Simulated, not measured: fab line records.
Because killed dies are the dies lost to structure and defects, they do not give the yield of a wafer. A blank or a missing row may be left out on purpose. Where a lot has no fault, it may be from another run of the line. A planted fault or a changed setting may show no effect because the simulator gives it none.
Lot-split experiment | flow sky130 | route with 708 steps; 5 lots, 23 wafers read

== ABOUT THE SPLIT ==
At SKY_CAP2M_EXPOSE_09 (exposes mask CAP2M, target cd 1000 nm), the setting dose_mj was moved away from the recipe's 159 on 10 of the 23 wafers read, by -7.3% to +6.7%. For the rest of the wafers, this setting stayed at what the recipe calls for.

== FROM THE SPLIT TO THE READING: what the file shows between them, 2 steps ==
- SKY_CAP2M_PEB_10
- SKY_CAP2M_DEVELOP_11: develop time 60 s

== THE READING ==
CAP2M.cd_nm (the simulator's own value, which no gauge read), in nm, at SKY_CAP2M_METAL_ETCH_13 (etches TiN in Cl2/BCl3, stops on SiO2, target depth 220 nm, time 62.9 s). No usual value for it is given in the file. The 13 wafers here that ran the recipe average 999.2 nm, standard deviation 3 nm.

wafer  | tool, chamber at the split | dose_mj as run | against the recipe | CAP2M.cd_nm, nm | against lot-mates on the recipe
L074.1 | iline_stepper-01, 0        | 159            | recipe             | 1001            | -
L074.2 | iline_stepper-01, 0        | 168.4          | +5.9%              | 984.5           | -17.8
L074.3 | iline_stepper-01, 0        | 159            | recipe             | 1003            | -
L074.6 | iline_stepper-01, 0        | 159            | recipe             | 1003            | -
L074.5 | iline_stepper-01, 0        | 168.4          | +5.9%              | 984.8           | -17.5
L075.1 | iline_stepper-02, 0        | 169.7          | +6.7%              | 980.9           | -18.8
L075.3 | iline_stepper-02, 0        | 169.7          | +6.7%              | 983             | -16.7
L075.4 | iline_stepper-02, 0        | 169.7          | +6.7%              | 980.3           | -19.4
L075.5 | iline_stepper-02, 0        | 159            | recipe             | 1000            | -
L075.6 | iline_stepper-02, 0        | 159            | recipe             | 999.4           | -
L076.1 | iline_stepper-02, 0        | 159            | recipe             | 994.3           | -
L076.2 | iline_stepper-02, 0        | 159            | recipe             | 993.3           | -
L076.5 | iline_stepper-02, 0        | 159            | recipe             | 996.3           | -
L083.1 | iline_stepper-02, 0        | 162.1          | +1.9%              | 993.3           | -6.5
L083.2 | iline_stepper-02, 0        | 162.1          | +1.9%              | 991.8           | -8.0
L083.3 | iline_stepper-02, 0        | 159            | recipe             | 997.7           | -
L083.4 | iline_stepper-02, 0        | 159            | recipe             | 1002            | -
L083.5 | iline_stepper-02, 0        | 159            | recipe             | 999.8           | -
L085.1 | iline_stepper-01, 0        | 147.4          | -7.3%              | 1022            | +21.9
L085.4 | iline_stepper-01, 0        | 147.4          | -7.3%              | 1022            | +21.9
L085.2 | iline_stepper-01, 0        | 159            | recipe             | 999.2           | -
L085.3 | iline_stepper-01, 0        | 147.4          | -7.3%              | 1023            | +22.9
L085.6 | iline_stepper-01, 0        | 159            | recipe             | 1001            | -

FIT RESULTS
A straight line over all 23 wafers: CAP2M.cd_nm changes by -2.87 nm for each +1% of dose_mj; r = -0.98; the points scatter about the line by 2.6 nm.
The same after taking each lot's own level away (the mean of its wafers on the recipe; 23 wafers): -2.94 nm for each +1%; r = -0.99; scatter 1.3 nm.
Per that fit: largest dose_mj move, reading shift of 21 nm.
Across the lots, their own levels run from 994.63 to 1002.33 nm, a range of 2.6 times the standard deviation given above.
Consequently the slope shifts little with the lot-to-lot level, the two slopes agreeing.
Check: for one of the wafers moved furthest among these (-7.3%), held out of the fit, the line's prediction against its lot-mates is +21.5 nm. It came out at +21.9 nm against them.

== OTHER SPLITS ON THESE WAFERS ==
Note: prior to the reading, these wafers also went through further splits. Each is held against what the fit with the lots' levels taken away leaves over:
other split on the same wafers | wafers away from the commonest value | r with CAP2M.cd_nm (lot level and that fit taken away)
SKY_CAPM_EXPOSE_09 dose_mj     | 4                                    | -0.35
SKY_METAL3_COAT_08 spin_rpm    | 10                                   | -0.49
SKY_METAL3_SOFTBAKE_09 temp_c  | 8                                    | +0.19
SKY_METAL3_ETCH_17 bias_w      | 8                                    | +0.02
SKY_METAL4_SPUTTER_01 time_s   | 7                                    | +0.15

== THE FILE'S OWN FIT ==
CAP2M.cd_nm changes by -2.95 nm for each +1% of dose_mj, r = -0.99.
